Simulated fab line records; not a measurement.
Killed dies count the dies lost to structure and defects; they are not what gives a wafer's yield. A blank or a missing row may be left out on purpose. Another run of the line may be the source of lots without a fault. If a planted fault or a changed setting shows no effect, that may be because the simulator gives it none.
A lot that was struck, set against a sound lot || flow sky130 || 14 out of 708 route steps
Sound: these wafers, L187.1, L187.3, L187.6. Wafers struck: L204.1, L204.2, L204.3. The cause is named last.
For every step that has rows: the tool of each side, followed by ch and its chambers, followed by its first start. Under that, the readings that differ: sound wafers || struck wafers || difference of the means || sigmas: that difference in standard deviations of wafers without a fault.
alike: same words and numbers on both sides, and readings whose means sit less than 2 such deviations apart. not compared: any withheld reading, any reading some wafer has no value for, any bound like >300 that may hide the same value, and any number with overlapping values for which the record gives no deviation.
A row with sigmas, a row that says differs or no value, or rows on one side alone: a step with any of these is where the two part. Non-overlapping numbers with no deviation appear without sigmas and do not part them. Lack of a reading on every wafer of one side parts them only where that side has two or more wafers.

first, 2 steps without rows for these wafers: SKY_PWDE_PEB_05; SKY_PWDE_DEVELOP_06 (develop time 60 s).
SKY_PWDE_OVL_MEAS_07:
  sound on overlay-01 at day 4 19:48; struck on overlay-02 at day 8 19:32
  alike: PWDE_OVL
next, for these wafers, 1 step has no rows: SKY_PWDE_IMPLANT_08.
SKY_PWDE_STRIP_09: strips in O2/N2.
  sound on plasma_asher-02 ch 0,1, day 4 20:08; struck on plasma_asher-02 ch 0,1, day 8 19:43
{"reading": "strip_time_to_endpoint_s (s)", "sound": "37.63 37.71 37.75", "struck": "37.42 37.33 37.34", "difference": -0.33, "sigmas": -3}
  alike: drypump_motor_current_A, oes_product_au
  not compared: rf_hours_counter_h
SKY_PWDE_TW_MEAS_10:
  sound on film_metro-01 at day 4 20:14; struck on film_metro-01 at day 8 19:49
  alike: PWDE_TW
then, 6 steps without rows for these wafers: SKY_NWELL_DEHYDRATE_03 (time 60 s); SKY_NWELL_HMDS_04 (prime time 60 s); SKY_NWELL_COAT_05 (resist thk 3000 nm); SKY_NWELL_SOFTBAKE_06; SKY_NWELL_EXPOSE_07 (exposes mask NWM, target cd 840 nm); SKY_NWELL_PEB_08.
SKY_NWELL_DEVELOP_09: develop time 60 s.
  struck on litho_track-02, day 9 17:00; sound on litho_track-02 ch 0, day 5 12:00
  no value came back on the struck wafers for chill_plate_temp_C (C), develop_time_s (s); on the sound wafers chill_plate_temp_C (C) reads 23.04 23.08 23.05
SKY_NWELL_OVL_MEAS_10:
  sound on overlay-02 at day 5 13:00; struck on overlay-01 at day 9 17:27
{"reading": "NWELL_00_OVL (nm)", "sound": "0.8 0.8 0.9", "struck": "- - -", "difference": "no value on the struck wafers", "sigmas": ""}

WHERE THEY PART
Earliest at SKY_PWDE_STRIP_09; latest, in this record, at SKY_NWELL_OVL_MEAS_10.

WHY: what the simulator had put in
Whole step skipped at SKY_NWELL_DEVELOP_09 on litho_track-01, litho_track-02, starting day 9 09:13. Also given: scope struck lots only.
